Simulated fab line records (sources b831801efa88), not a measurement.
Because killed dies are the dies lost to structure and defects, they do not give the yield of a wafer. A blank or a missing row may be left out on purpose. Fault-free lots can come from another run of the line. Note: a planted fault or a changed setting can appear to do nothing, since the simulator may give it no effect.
A sampling plan put to the test ; flow sky130 ; each of the 16 faults these records tell of, on one fab line, judged from the records of the lots it struck
Plan = the line's own looks (route steps where a gauge or an inspection reads the wafer without altering it). Where struck wafers have a number at a look and the file lists that look's usual mean and standard deviation on fault-free wafers, the look can be judged. Caught: at a look after the fault's first step, the mean of the struck wafers lies 4 or more of those standard deviations (sigma) from the usual mean. On the tool: the same test on the tool's own readings at the fault's steps. It also counts as caught if the struck wafers ran another recipe or if their record alone is blank.

== THE FAULTS, as the simulator had put them in ==
1. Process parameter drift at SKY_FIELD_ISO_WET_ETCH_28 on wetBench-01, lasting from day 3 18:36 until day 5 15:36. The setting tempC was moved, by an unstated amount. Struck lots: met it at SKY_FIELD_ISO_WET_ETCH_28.
2. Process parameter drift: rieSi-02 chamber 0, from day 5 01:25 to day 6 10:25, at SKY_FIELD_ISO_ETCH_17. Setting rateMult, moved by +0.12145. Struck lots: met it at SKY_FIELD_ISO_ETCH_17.
3. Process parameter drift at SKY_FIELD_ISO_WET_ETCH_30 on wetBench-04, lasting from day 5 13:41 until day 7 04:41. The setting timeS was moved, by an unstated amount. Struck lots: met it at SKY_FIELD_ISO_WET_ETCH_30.
4. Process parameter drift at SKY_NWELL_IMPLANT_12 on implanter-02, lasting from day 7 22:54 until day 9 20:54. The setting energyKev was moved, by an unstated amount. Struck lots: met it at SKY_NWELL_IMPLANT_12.
5. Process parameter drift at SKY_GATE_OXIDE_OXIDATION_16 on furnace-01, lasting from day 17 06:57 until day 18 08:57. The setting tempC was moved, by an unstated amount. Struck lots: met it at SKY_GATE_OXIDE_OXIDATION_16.
6. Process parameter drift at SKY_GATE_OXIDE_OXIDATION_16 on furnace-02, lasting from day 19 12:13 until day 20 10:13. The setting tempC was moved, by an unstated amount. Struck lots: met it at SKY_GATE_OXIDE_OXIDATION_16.
7. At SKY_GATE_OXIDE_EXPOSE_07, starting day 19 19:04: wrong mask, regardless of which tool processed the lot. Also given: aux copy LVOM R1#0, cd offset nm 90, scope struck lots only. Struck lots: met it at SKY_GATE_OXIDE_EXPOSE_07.
8. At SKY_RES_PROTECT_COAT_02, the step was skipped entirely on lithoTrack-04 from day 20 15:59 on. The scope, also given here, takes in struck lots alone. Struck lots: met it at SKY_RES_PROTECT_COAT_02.
9. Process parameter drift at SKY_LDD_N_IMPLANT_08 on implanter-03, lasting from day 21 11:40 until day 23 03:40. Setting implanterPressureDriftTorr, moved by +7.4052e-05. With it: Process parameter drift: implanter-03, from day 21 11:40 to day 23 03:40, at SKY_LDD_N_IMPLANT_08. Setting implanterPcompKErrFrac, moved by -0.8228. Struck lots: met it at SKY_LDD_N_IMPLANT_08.
10. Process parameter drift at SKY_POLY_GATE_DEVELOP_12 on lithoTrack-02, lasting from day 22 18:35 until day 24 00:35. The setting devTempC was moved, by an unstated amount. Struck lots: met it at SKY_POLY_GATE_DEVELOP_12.
11. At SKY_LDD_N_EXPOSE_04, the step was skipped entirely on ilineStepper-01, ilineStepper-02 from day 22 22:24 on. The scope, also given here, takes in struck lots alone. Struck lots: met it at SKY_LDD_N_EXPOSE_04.
12. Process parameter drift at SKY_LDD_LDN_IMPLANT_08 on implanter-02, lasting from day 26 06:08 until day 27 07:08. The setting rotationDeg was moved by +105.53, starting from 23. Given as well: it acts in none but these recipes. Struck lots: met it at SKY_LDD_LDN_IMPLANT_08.
13. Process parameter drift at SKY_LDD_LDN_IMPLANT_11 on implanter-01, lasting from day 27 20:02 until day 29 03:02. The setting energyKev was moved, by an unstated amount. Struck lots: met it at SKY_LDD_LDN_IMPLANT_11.
14. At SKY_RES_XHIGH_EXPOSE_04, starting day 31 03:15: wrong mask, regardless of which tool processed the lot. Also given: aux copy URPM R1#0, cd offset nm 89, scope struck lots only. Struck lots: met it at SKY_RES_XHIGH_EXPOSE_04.
15. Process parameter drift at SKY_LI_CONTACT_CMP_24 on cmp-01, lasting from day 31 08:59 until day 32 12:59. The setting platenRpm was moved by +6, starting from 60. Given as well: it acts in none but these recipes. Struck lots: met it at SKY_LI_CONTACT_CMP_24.
16. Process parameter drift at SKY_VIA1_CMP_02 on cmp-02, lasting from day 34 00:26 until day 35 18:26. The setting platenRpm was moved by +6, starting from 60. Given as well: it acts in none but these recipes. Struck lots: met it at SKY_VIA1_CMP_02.

== WHAT THE PLAN SAW ==
fault;on the tool itself;first look that catches it;reading, sigma;median hours from its first step to that look;hours from the fault's start to the first struck lot there;judged looks passed uncaught
1;tempC +99 or beyond sigma;none of the 3 looks that can be judged after it;-;-;-;3
2;oesProductAu +6.3 sigma;not the one look that can be judged after it;-;-;-;1
3;runLengthS +14 sigma;not the one look that can be judged after it;-;-;-;1
4;beamEnergyKeV +99 or beyond sigma;not the one look that can be judged after it;-;-;-;1
5;tubeCenterTempC -99 or beyond sigma;none of the 3 looks that can be judged after it;-;-;-;3
6;tubeCenterTempC -83 sigma;no look after it can be judged;-;-;-;0
7;under 2 sigma;not the one look that can be judged after it;-;-;-;1
8;the tool's record is blank for the struck wafers;not the one look that can be judged after it;-;-;-;1
9;endStationPressureTorr +99 or beyond sigma;not the one look that can be judged after it;-;-;-;1
10;developerTempC +6.3 sigma;no look after it can be judged;-;-;-;0
11;no reading that can be judged;no look after it can be judged;-;-;-;0
12;rotationDeg +99 or beyond sigma;not the one look that can be judged after it;-;-;-;1
13;beamEnergyKeV +99 or beyond sigma;no look after it can be judged;-;-;-;0
14;no reading that can be judged;none of the 2 looks that can be judged after it;-;-;-;2
15;platenRpm +99 or beyond sigma;not the one look that can be judged after it;-;-;-;1
16;platenRpm +99 or beyond sigma;not the one look that can be judged after it;-;-;-;1
A dash: the fault isn't caught, or these records don't give the number.

Caught at a look: 0 of 16. Caught on the tool: 13 of 16. By one or the other: 13 of 16.
Caught on the tool alone: faults 1, 2, 3, 4, 5, 6, 8, 9, 10, 12, 13, 15, 16.
Caught by neither: faults 7, 11, 14.
